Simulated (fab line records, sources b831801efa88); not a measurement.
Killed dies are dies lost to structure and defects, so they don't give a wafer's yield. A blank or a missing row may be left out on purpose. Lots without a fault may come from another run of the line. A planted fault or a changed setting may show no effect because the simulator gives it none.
Chamber matching | flow sky130 | SKY_PASSIVATION_CVD_00 on pecvd-02: 3 sister chambers
The step deposits SiO2, target thk 90 nm. 6 wafers are shown with their chamber, then 10 later ones without.

WAFERS WITH THEIR CHAMBER
wafer  | chamber | heater_power_w (W)
L081.2 | 1       | 724
L081.6 | 0       | 720
L084.1 | 1       | 759
L084.6 | 0       | 743
L087.2 | 2       | 651
L087.3 | 2       | 702

WAFERS WITHOUT THEIR CHAMBER
wafer  | heater_power_w (W)
L087.6 | 690
L088.1 | 675
L088.2 | 589
L088.6 | 761
L091.1 | 664
L091.2 | 682
L091.6 | 652
L096.1 | 635
L096.2 | 691
L096.6 | 541

WHICH CHAMBER EACH WENT THROUGH
wafer  | from the rows above          | in truth
L087.6 | can't be placed: 2 or 0 or 1 | 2
L088.1 | 2                            | 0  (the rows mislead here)
L088.2 | 2                            | 2
L088.6 | can't be placed: 1 or 0      | 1
L091.1 | 2                            | 2
L091.2 | can't be placed: 2 or 0      | 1
L091.6 | 2                            | 2
L096.1 | 2                            | 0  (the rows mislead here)
L096.2 | can't be placed: 2 or 0 or 1 | 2
L096.6 | 2                            | 2
Placed correctly: 4 of 10. Can't be placed from these rows: 4 (the true chamber is among the candidates in 3). Placed wrongly: 2.
How it was worked out, from the rows above alone: a wafer's distance from a chamber is the root of the sum, over the readings, of the square of ((its reading less the chamber's mean) divided by the reading's scatter). The wafer belongs to the nearest chamber; if the next one is less than 2 further off, it can't be placed. A chamber's mean is the mean of its shown wafers. The scatter: the root of (the sum of the squares of (reading less its chamber's mean) over the shown wafers, divided by (wafers less chambers)).
